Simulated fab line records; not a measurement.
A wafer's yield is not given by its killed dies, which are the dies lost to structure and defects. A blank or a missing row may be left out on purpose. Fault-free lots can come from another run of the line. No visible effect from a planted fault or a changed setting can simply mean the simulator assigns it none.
Split-lot study | flow gf180mcu | 23 wafers read from 5 lots, route of 602 steps

== SPLIT DETAILS ==
At GF_SAB_CVD_00 (deposits SiO2 from TEOS, target thk 50 nm, time 4.9302 s), the setting time_s was moved away from the recipe's 4.9302 s on 5 of the 23 wafers read, by -8.2% to +12.5%. The other wafers ran this setting at the recipe's value.

There is no step in the file separating the split from the reading.

== THE READING ==
SAB_CVD_00_THK at GF_SAB_THK_MEAS_01, in nm. Typical for fault-free wafers on this fab line: 50.1 nm, with standard deviation 0.71 nm.

wafer  | tool, chamber at the split | time_s as run, s | against the recipe | SAB_CVD_00_THK, nm | against lot-mates on the recipe
L074.3 | pecvd-01, 1                | 4.9302           | recipe             | 49.8               | -
L074.4 | pecvd-01, 1                | 4.9302           | recipe             | 52.0               | -
L074.5 | pecvd-01, 2                | 4.9302           | recipe             | 50.7               | -
L079.1 | pecvd-03, 1                | 4.9302           | recipe             | 48.9               | -
L079.3 | pecvd-03, 0                | 4.528            | -8.2%              | 44.5               | -4.2
L079.4 | pecvd-03, 2                | 4.528            | -8.2%              | 45.6               | -3.1
L079.5 | pecvd-03, 1                | 4.528            | -8.2%              | 45.7               | -3.0
L079.6 | pecvd-03, 0                | 4.9302           | recipe             | 48.6               | -
L080.1 | pecvd-04, 1                | 4.9302           | recipe             | 49.8               | -
L080.2 | pecvd-04, 2                | 4.9302           | recipe             | 49.6               | -
L080.3 | pecvd-04, 0                | 4.9302           | recipe             | 49.8               | -
L080.5 | pecvd-04, 1                | 4.9302           | recipe             | 49.4               | -
L080.6 | pecvd-04, 2                | 4.9302           | recipe             | 50.1               | -
L081.1 | pecvd-01, 1                | 4.9302           | recipe             | 50.7               | -
L081.3 | pecvd-01, 0                | 4.9302           | recipe             | 51.2               | -
L081.4 | pecvd-01, 1                | 4.9302           | recipe             | 51.5               | -
L081.5 | pecvd-01, 0                | 4.9302           | recipe             | 52.1               | -
L081.6 | pecvd-01, 2                | 4.9302           | recipe             | 51.2               | -
L082.2 | pecvd-04, 1                | 4.9302           | recipe             | 49.5               | -
L082.3 | pecvd-04, 2                | 5.545            | +12.5%             | 56.1               | +6.4
L082.4 | pecvd-04, 2                | 5.545            | +12.5%             | 56.5               | +6.8
L082.5 | pecvd-04, 0                | 4.9302           | recipe             | 50.2               | -
L082.6 | pecvd-04, 1                | 4.9302           | recipe             | 49.4               | -

THE FIT
A straight line over all 23 wafers: SAB_CVD_00_THK changes by +0.534 nm for each +1% of time_s; r = +0.94; the points scatter about the line by 0.98 nm.
The same after taking each lot's own level away (the mean of its wafers on the recipe; 23 wafers): +0.489 nm for each +1%; r = +0.98; scatter 0.54 nm.
Per that fit: largest time_s move, reading shift of 6.1 nm.
From 48.75 to 51.34 nm: that is the span of the lots' own levels, equal to 3.6 times the standard deviation above.
The two slopes agree, so the slope changes little with the lot-to-lot level.
Check: +6.11 nm against its lot-mates is what the line predicts for one of the wafers moved furthest among these (+12.5%) when that wafer is left out of the fit. It came out at +6.4 nm against them.

== THE WHOLE CHAIN: every reading that the file lists as answering this split, in the file's order ==
step               | what it does                                             | reading                                                                    | change (the file's fit)               | r (the file's)
GF_SAB_CVD_00      | deposits SiO2 from TEOS, target thk 50 nm, time 4.9302 s | SiO2_of_SAB_CVD_00.thk_nm (the simulator's own value, which no gauge read) | +0.499 nm for each +1% of the setting | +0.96
GF_SAB_THK_MEAS_01 |                                                          | SAB_CVD_00_THK                                                             | +0.498 for each +1% of the setting    | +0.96

== THE FILE'S OWN FIT ==
SAB_CVD_00_THK changes by +0.498 nm for each +1% of time_s, r = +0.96.
